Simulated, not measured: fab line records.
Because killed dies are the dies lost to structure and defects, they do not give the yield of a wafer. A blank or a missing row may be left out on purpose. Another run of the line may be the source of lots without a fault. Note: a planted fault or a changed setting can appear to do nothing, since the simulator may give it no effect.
Matching of chambers	flow sky130	cmp-02 running SKY_LI_CONTACT_CMP_24: 4 sister chambers
The step polishes, stops on PSG, t overpolish 20 s, target thk 0 nm. 8 wafers are shown with their chamber, then 9 later ones without.

== WAFERS WITH THEIR CHAMBER ==
wafer	chamber	motor current A (A)	time to endpoint s (s)
L082.1	3	11.7	89
L083.1	1	11.2	101
L083.6	1	11.5	96
L084.1	2	11.3	91
L084.6	0	9.3	100
L085.1	3	11.7	96
L085.4	0	9.6	107
L085.6	2	11.0	95

== WAFERS WITH NO CHAMBER GIVEN ==
wafer	motor current A (A)	time to endpoint s (s)
L091.1	11.6	90
L091.2	9.7	96
L091.5	9.3	94
L089.2	11.2	91
L089.4	12.1	93
L089.6	11.5	96
L096.1	9.7	99
L096.2	11.4	95
L096.3	11.3	95

== CHAMBER TAKEN BY EACH ==
wafer	from the rows above	in truth
L091.1	can't be placed: 3 or 1 or 2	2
L091.2	0	0
L091.5	0	0
L089.2	can't be placed: 2 or 1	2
L089.4	3	3
L089.6	can't be placed: 1 or 3 or 2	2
L096.1	0	0
L096.2	can't be placed: 1 or 2 or 3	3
L096.3	can't be placed: 1 or 2 or 3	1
Correctly placed: 4 of 9. These rows do not allow placing 5 (true chamber among the candidates in 5). 0 placed wrongly.
How it was worked out, from the rows above alone: a wafer's distance from a chamber is the root of the sum, over the readings, of the square of ((its reading less the chamber's mean) divided by the reading's scatter). If the next closest chamber is less than 2 further off than the closest, the wafer can't be placed; otherwise it belongs to the closest. The mean given for a chamber averages the wafers shown for that chamber. The scatter: the root of (the sum of the squares of (reading less its chamber's mean) over the shown wafers, divided by (wafers less chambers)).
